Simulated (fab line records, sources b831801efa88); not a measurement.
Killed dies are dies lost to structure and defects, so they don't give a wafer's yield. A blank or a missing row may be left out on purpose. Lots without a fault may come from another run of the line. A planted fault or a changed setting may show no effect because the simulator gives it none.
Which tool did it? | flow gf180mcu | 24 lots, 72 wafers sampled, at 5 steps of a route of 602

WHAT THE GAUGES READ, wafer by wafer
GF_V2_RS_MEAS_24: measures by four-point-probe.
lot  | measured     | on            | V2_W_RS (ohm/sq)
L074 | day 20 10:32 | film_metro-03 | 0.324 0.329 0.319
L075 | day 20 23:57 | film_metro-03 | 0.324 0.330 0.324
L076 | day 21 04:25 | film_metro-03 | 0.328 0.327 0.324
L077 | day 21 16:41 | film_metro-03 | 0.318 0.322 0.319
L078 | day 22 00:49 | film_metro-03 | 0.322 0.328 0.325
L079 | day 22 07:05 | film_metro-04 | 0.328 0.325 0.326
L080 | day 22 16:17 | film_metro-04 | 0.327 0.326 0.324
L081 | day 23 10:47 | film_metro-04 | 0.326 0.329 0.328
L082 | day 23 15:17 | film_metro-03 | 0.325 0.328 0.327
L083 | day 24 00:29 | film_metro-03 | 0.324 0.337 0.320
L084 | day 24 04:15 | film_metro-01 | 0.323 0.318 0.323
L085 | day 24 13:49 | film_metro-04 | 0.334 0.329 0.332
L086 | day 24 17:45 | film_metro-01 | 0.327 0.329 0.330
L087 | day 25 02:33 | film_metro-03 | 0.322 0.330 0.323
L088 | day 25 11:22 | film_metro-01 | 0.326 0.323 0.327
L089 | day 25 19:34 | film_metro-04 | 0.327 0.323 0.325
L090 | day 26 04:14 | film_metro-03 | 0.327 0.322 0.327
L091 | day 26 08:03 | film_metro-04 | 0.328 0.326 0.323
L092 | day 27 02:20 | film_metro-04 | 0.333 0.327 0.325
L093 | day 27 02:44 | film_metro-03 | 0.324 0.331 0.319
L094 | day 27 07:53 | film_metro-01 | 0.325 0.330 0.330
L096 | day 27 19:58 | film_metro-03 | 0.325 0.325 0.330
L095 | day 27 23:52 | film_metro-03 | 0.329 0.320 0.325
L097 | day 28 05:37 | film_metro-01 | 0.327 0.327 0.327

GF_V3_CD_MEAS_14: target cd 260 nm.
lot  | measured     | on        | cd_nm (nm)
L074 | day 22 11:22 | cd_sem-02 | 259.4 259.8 259.1
L075 | day 23 01:28 | cd_sem-01 | 260.3 260.4 259.7
L076 | day 23 04:58 | cd_sem-01 | 260.5 258.4 259.9
L077 | day 23 16:53 | cd_sem-01 | 259.3 259.9 260.3
L078 | day 23 23:47 | cd_sem-01 | 262.3 262.7 262.8
L079 | day 24 07:14 | cd_sem-02 | 258.1 257.8 259.1
L080 | day 24 14:28 | cd_sem-01 | 259.3 259.9 259.6
L081 | day 25 09:18 | cd_sem-01 | 259.0 259.2 259.8
L082 | day 25 13:04 | cd_sem-01 | 260.4 258.8 259.2
L083 | day 25 21:23 | cd_sem-01 | 260.5 260.8 260.7
L084 | day 26 01:05 | cd_sem-01 | 262.5 261.0 261.4
L085 | day 26 11:37 | cd_sem-01 | 262.4 261.8 261.8
L086 | day 26 15:01 | cd_sem-02 | 260.9 261.3 261.9
L087 | day 26 22:54 | cd_sem-02 | 261.3 260.8 261.2
L088 | day 27 08:18 | cd_sem-01 | 257.6 258.1 257.4
L089 | day 27 15:06 | cd_sem-01 | 258.7 258.9 257.9
L090 | day 27 23:31 | cd_sem-01 | 254.5 255.9 255.7
L091 | day 28 02:45 | cd_sem-02 | 258.8 258.9 258.5
L092 | day 28 19:48 | cd_sem-02 | 258.2 257.6 259.5
L093 | day 28 20:50 | cd_sem-01 | 258.6 259.8 259.2
L094 | day 29 00:46 | cd_sem-02 | 259.7 260.5 260.2
L096 | day 29 11:54 | cd_sem-02 | 259.2 259.4 258.8
L095 | day 29 15:57 | cd_sem-01 | 258.8 258.9 259.5
L097 | day 29 21:21 | cd_sem-01 | 258.8 259.4 259.3

GF_V4_RS_MEAS_24: measures by four-point-probe.
lot  | measured     | on            | V4_W_RS (ohm/sq)
L074 | day 24 12:49 | film_metro-04 | 0.333 0.331 0.335
L075 | day 25 02:05 | film_metro-03 | 0.329 0.328 0.329
L076 | day 25 06:10 | film_metro-01 | 0.331 0.337 0.336
L077 | day 25 16:17 | film_metro-03 | 0.333 0.325 0.333
L078 | day 26 00:16 | film_metro-01 | 0.327 0.329 0.329
L079 | day 26 06:58 | film_metro-03 | 0.322 0.329 0.323
L080 | day 26 14:13 | film_metro-01 | 0.332 0.327 0.328
L081 | day 27 06:40 | film_metro-03 | 0.326 0.332 0.322
L082 | day 27 10:16 | film_metro-03 | 0.326 0.328 0.329
L083 | day 27 18:35 | film_metro-03 | 0.329 0.328 0.329
L084 | day 27 22:17 | film_metro-04 | 0.319 0.329 0.329
L085 | day 28 08:18 | film_metro-04 | 0.331 0.332 0.331
L086 | day 28 11:10 | film_metro-04 | 0.323 0.321 0.331
L087 | day 28 18:28 | film_metro-01 | 0.324 0.320 0.332
L088 | day 29 06:11 | film_metro-03 | 0.327 0.326 0.327
L089 | day 29 10:40 | film_metro-03 | 0.328 0.331 0.331
L090 | day 29 18:50 | film_metro-01 | 0.328 0.320 0.323
L091 | day 29 20:44 | film_metro-03 | 0.322 0.331 0.321
L092 | day 30 14:07 | film_metro-01 | 0.333 0.329 0.330
L093 | day 30 15:02 | film_metro-03 | 0.330 0.326 0.330
L094 | day 30 17:29 | film_metro-03 | 0.333 0.323 0.332
L096 | day 31 05:16 | film_metro-04 | 0.324 0.332 0.335
L095 | day 31 08:02 | film_metro-01 | 0.334 0.331 0.323
L097 | day 31 13:49 | film_metro-04 | 0.324 0.323 0.324

WHICH TOOL RAN EACH LOT (tool, then ch and the chambers of the sampled wafers, then the start)
lot  | GF_V3_ETCH_16                      | GF_V4_SPUTTER_22
L074 | rie_diel-03 ch 1,2,3, day 22 11:31 | pvd_sputter-02, day 24 12:40
L075 | rie_diel-01 ch 0,2, day 23 01:37   | pvd_sputter-02, day 25 01:56
L076 | rie_diel-02 ch 0,1,2, day 23 05:07 | pvd_sputter-04, day 25 06:01
L077 | rie_diel-02 ch 0,3, day 23 17:01   | pvd_sputter-03, day 25 16:07
L078 | rie_diel-01 ch 0,1,3, day 23 23:56 | pvd_sputter-04, day 26 00:07
L079 | rie_diel-01 ch 0,1,2, day 24 07:23 | pvd_sputter-02, day 26 06:49
L080 | rie_diel-03 ch 0,3, day 24 14:37   | pvd_sputter-04, day 26 14:04
L081 | rie_diel-01 ch 0,2, day 25 09:26   | pvd_sputter-03, day 27 06:29
L082 | rie_diel-01 ch 0,1, day 25 13:13   | pvd_sputter-03, day 27 10:07
L083 | rie_diel-01 ch 0,3, day 25 21:31   | pvd_sputter-04, day 27 18:25
L084 | rie_diel-02 ch 1,2, day 26 01:14   | pvd_sputter-03, day 27 22:08
L085 | rie_diel-02 ch 0,1,2, day 26 11:44 | pvd_sputter-04, day 28 08:07
L086 | rie_diel-03 ch 1,2, day 26 15:10   | pvd_sputter-02, day 28 11:01
L087 | rie_diel-03 ch 1,2,3, day 26 23:04 | pvd_sputter-02, day 28 18:19
L088 | rie_diel-03 ch 0,2,3, day 27 08:26 | pvd_sputter-02, day 29 06:01
L089 | rie_diel-02 ch 0,1,2, day 27 15:16 | pvd_sputter-04, day 29 10:31
L090 | rie_diel-03 ch 0,1,2, day 27 23:40 | pvd_sputter-03, day 29 18:41
L091 | rie_diel-01 ch 1,2,3, day 28 02:52 | pvd_sputter-04, day 29 20:32
L092 | rie_diel-03 ch 0,1,3, day 28 19:58 | pvd_sputter-03, day 30 13:58
L093 | rie_diel-01 ch 0,1,3, day 28 20:58 | pvd_sputter-03, day 30 14:52
L094 | rie_diel-03 ch 0,1,2, day 29 00:53 | pvd_sputter-04, day 30 17:18
L096 | rie_diel-02 ch 0,3, day 29 12:04   | pvd_sputter-02, day 31 05:07
L095 | rie_diel-03 ch 0,1, day 29 16:05   | pvd_sputter-04, day 31 07:52
L097 | rie_diel-03 ch 0,3, day 29 21:31   | pvd_sputter-04, day 31 13:40
- GF_V3_ETCH_16: etches BARC in N2/H2.
- GF_V4_SPUTTER_22: material TiN, target thk 10 nm, time 40 s.

WHAT THE TOOLS THEMSELVES READ (means of the sampled wafers that have a number; where no wafer has one, the mark that the record gives instead)
GF_V3_ETCH_16.
lot  | tool        | drypump_motor_current_A (A) | h2_flow_sccm (sccm) | oes_product_au (a.u.) | throttle_valve_pct (%)
L074 | rie_diel-03 | 5.5                         | 199.6               | 0.860                 | 13.224
L075 | rie_diel-01 | 5.1                         | 199.9               | 0.860                 | 13.220
L076 | rie_diel-02 | 6.1                         | 200.1               | 0.853                 | 13.227
L077 | rie_diel-02 | 5.9                         | 200.5               | 0.853                 | 13.224
L078 | rie_diel-01 | 5.8                         | 199.6               | 0.856                 | 13.239
L079 | rie_diel-01 | 5.6                         | 200.9               | 0.858                 | 13.224
L080 | rie_diel-03 | 5.5                         | 200.4               | 0.862                 | 13.229
L081 | rie_diel-01 | 5.4                         | 200.0               | 0.854                 | 13.231
L082 | rie_diel-01 | 6.1                         | 200.0               | 0.859                 | 13.215
L083 | rie_diel-01 | 5.5                         | 200.0               | 0.848                 | 13.229
L084 | rie_diel-02 | 6.1                         | 200.6               | 0.858                 | 13.218
L085 | rie_diel-02 | 6.1                         | 200.0               | 0.860                 | 13.224
L086 | rie_diel-03 | 5.6                         | 200.5               | 0.852                 | 13.231
L087 | rie_diel-03 | 5.6                         | 199.9               | 0.859                 | 13.228
L088 | rie_diel-03 | 5.5                         | 200.1               | 0.861                 | 13.218
L089 | rie_diel-02 | 6.1                         | 199.9               | 0.857                 | 13.221
L090 | rie_diel-03 | 5.6                         | 199.8               | 0.857                 | 13.229
L091 | rie_diel-01 | 5.6                         | 199.9               | 0.855                 | 13.226
L092 | rie_diel-03 | 5.6                         | 200.2               | 0.854                 | 13.227
L093 | rie_diel-01 | 5.8                         | 199.4               | 0.858                 | 13.223
L094 | rie_diel-03 | 5.6                         | 199.2               | 0.857                 | 13.225
L096 | rie_diel-02 | 5.9                         | 200.0               | 0.853                 | 13.225
L095 | rie_diel-03 | 5.6                         | 199.3               | 0.854                 | 13.224
L097 | rie_diel-03 | 5.6                         | 200.3               | 0.855                 | 13.224

GF_V4_SPUTTER_22.
lot  | tool           | throttle_valve_pct (%)
L074 | pvd_sputter-02 | 31.8
L075 | pvd_sputter-02 | 31.8
L076 | pvd_sputter-04 | 29.9
L077 | pvd_sputter-03 | 29.9
L078 | pvd_sputter-04 | 30.2
L079 | pvd_sputter-02 | 30.8
L080 | pvd_sputter-04 | 29.6
L081 | pvd_sputter-03 | 29.7
L082 | pvd_sputter-03 | 29.5
L083 | pvd_sputter-04 | 30.3
L084 | pvd_sputter-03 | 29.6
L085 | pvd_sputter-04 | 29.6
L086 | pvd_sputter-02 | 31.6
L087 | pvd_sputter-02 | 31.5
L088 | pvd_sputter-02 | 31.4
L089 | pvd_sputter-04 | 30.0
L090 | pvd_sputter-03 | 29.5
L091 | pvd_sputter-04 | 29.9
L092 | pvd_sputter-03 | 30.0
L093 | pvd_sputter-03 | 29.6
L094 | pvd_sputter-04 | 30.2
L096 | pvd_sputter-02 | 31.6
L095 | pvd_sputter-04 | 30.5
L097 | pvd_sputter-04 | 29.9

THE ANSWER, worked out from the rows above alone
Rule: what is usual is taken from the lots themselves. Put in order of their means at a reading, lots are off if they are a third of the lots or fewer, leave a main group of 4 or more, and stand apart from it by a gap of 3 or more times the standard deviation of the main group's means; of several such gaps the widest counts. A main group whose means are all the same, to the digits that the tables above print for the reading, isn't used. A lot without any number at a reading at which 4 lots or more have one is off too. The other lots that the step has rows for count as sound. The gauges are gone through in route order, then the tools' own readings, and for those a lot's mean is taken as printed above. The first step at which some lot is off is used, and at that step the reading that is off furthest; a lot without a number counts as furthest.
No lot is off at any reading shown: from this, nothing can be told.

WHAT THE SIMULATOR HAD PUT IN
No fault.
